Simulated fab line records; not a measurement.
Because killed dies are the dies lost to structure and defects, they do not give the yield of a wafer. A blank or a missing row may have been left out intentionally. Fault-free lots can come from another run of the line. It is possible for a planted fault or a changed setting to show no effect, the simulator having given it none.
Comparing a struck lot with a sound one | flow sky130 | 21 out of 708 route steps
Sound: these wafers, L891.1, L891.3, L891.6. Struck: wafer L898.3; the same lot's L898.6 was not struck, so it is left out; see the end for the cause.
At each step with rows: each side's tool, then ch and its chambers, then its first start. Under that, the readings that differ: sound wafers | struck wafers | difference of the means | sigmas: that difference in standard deviations of wafers without a fault.
alike: readings with means less than 2 such deviations apart, plus words and numbers identical on both sides. not compared: withheld readings, readings lacking a value on some wafer, bounds such as >300 that could conceal the same value, and numbers that have no deviation in the record and whose values overlap.
A row with sigmas, a row that says differs or no value, or rows on one side alone: a step with any of these is where the two part. Numbers that have no deviation but don't overlap get no sigmas and don't part them. A reading that every wafer of one side lacks parts them only if that side has two wafers or more.

first, 1 step without rows for these wafers: SKY_RES_XHIGH_IMPLANT_07.
SKY_RES_XHIGH_STRIP_08: strips in O2/N2.
  sound on plasma asher-01 ch 0,1, day 28 20:13; struck on plasma asher-02 ch 0, day 30 18:06
  alike: drypump motor current A, oes product au, strip time to endpoint s
  not compared: rf hours counter h
SKY_RES_XHIGH_TW_MEAS_09:
  sound on film metro-03 at day 28 20:19; struck on film metro-03 at day 30 18:11
  alike: RES_XHIGH_TW
then, 7 steps without rows for these wafers: SKY_SD_N_DEHYDRATE_00 (time 60 s); SKY_SD_N_HMDS_01 (prime time 60 s); SKY_SD_N_COAT_02 (resist thk 1140 nm); SKY_SD_N_SOFTBAKE_03 (time 60 s); SKY_SD_N_EXPOSE_04 (exposes mask NSDM, target cd 380 nm); SKY_SD_N_PEB_05; SKY_SD_N_DEVELOP_06 (develop time 60 s).
SKY_SD_N_CD_MEAS_07 targets a cd of 380 nm.
  sound on cd sem-02 at day 30 00:27; struck on cd sem-01 at day 31 21:46
  alike: cd nm
SKY_SD_N_OVL_MEAS_08:
  sound on overlay-01 at day 30 00:34; struck on overlay-01 at day 31 21:51
  alike: SD_N_OVL
SKY_SD_N_IMPLANT_09:
  sound on implanter-02 ch 0, day 30 00:36; struck on implanter-03 ch 0, day 31 21:56
  reading            | sound             | struck | difference | sigmas
  beam on s (s)      | 18.4 19.1 18.6    | 14.4   | -4.3       | -4
  faraday current uA | 11923 11399 11830 | 15219  | +3502      | +5
  alike: dose ions cm2, tilt deg
after that, 1 step had no rows for these wafers: SKY_SD_N_IMPLANT_10.
SKY_SD_N_STRIP_11: strips in O2/N2.
  sound on plasma asher-04 ch 0,1, day 30 00:54; struck on plasma asher-04 ch 1, day 31 22:13
  reading                      | sound             | struck | difference | sigmas
  strip time to endpoint s (s) | 22.48 22.50 22.50 | 21.64  | -0.85      | -19
  alike: drypump motor current A, oes product au
  not compared: rf hours counter h
SKY_SD_N_TW_MEAS_12:
  sound on film metro-03 at day 30 01:00; struck on film metro-04 at day 31 22:18
  reading | sound          | struck | difference | sigmas
  SD_N_TW | 4011 4011 3966 | 3891   | -105       | -3
then, 1 step without rows for these wafers: SKY_SD_N_CLEAN_13 (cleans in SC1/SC2, time 150 s).
SKY_SD_N_RTA_14: time 2 s.
  sound on rtp anneal-02 ch 0, day 30 01:07; struck on rtp anneal-01 ch 0, day 31 22:24
  alike: lamp power pct, wafer_temp_C_max
SKY_SD_N_RS_MEAS_16: a four-point-probe measurement.
  sound on film metro-04 at day 30 01:17; struck on film metro-01 at day 31 22:58
  reading          | sound             | struck | difference | sigmas
  SD_N_RS (ohm/sq) | 68.86 68.74 68.68 | 71.27  | +2.51      | +25
  not compared: hold
SKY_SD_N_RS_MEAS_17: a four-point-probe measurement.
  sound on film metro-04 at day 30 01:25; struck on film metro-01 at day 32 01:10
  reading | sound | struck                   | difference                   | sigmas
  hold    | - - - | await dispo/2.1h/release | no value on the sound wafers |
  alike: SD_P_RS
-- here the record skips 17 days between the struck wafers' starts before and after, leaving off in module SD_N and picking up in module PAD_OPEN (first step shown: number 708 of the route) --
SKY_PAD_OPEN_PROBE_99:
  sound on prober-01 at day 47 06:47; struck on prober-02 at day 48 15:05
  reading            | sound    | struck                   | difference                   | sigmas
  hold               | - - -    | await dispo/2.0h/release | no value on the sound wafers |
  killed_at_M0_to_M3 | 58 43 42 | 32                       | -16                          | -2
  killed open        | 55 55 41 | 34                       | -16                          | -2
  alike: killed_at_M4_up, killed at contacts, killed at front end, killed at other, killed dies, killed short

WHERE THEY PART
Last at SKY_PAD_OPEN_PROBE_99 as far as this record goes, first at SKY_SD_N_IMPLANT_09.

WHY: what had been put in by the simulator
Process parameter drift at SKY_SD_N_IMPLANT_09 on implanter-03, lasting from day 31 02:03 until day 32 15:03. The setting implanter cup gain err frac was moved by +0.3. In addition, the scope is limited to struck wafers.
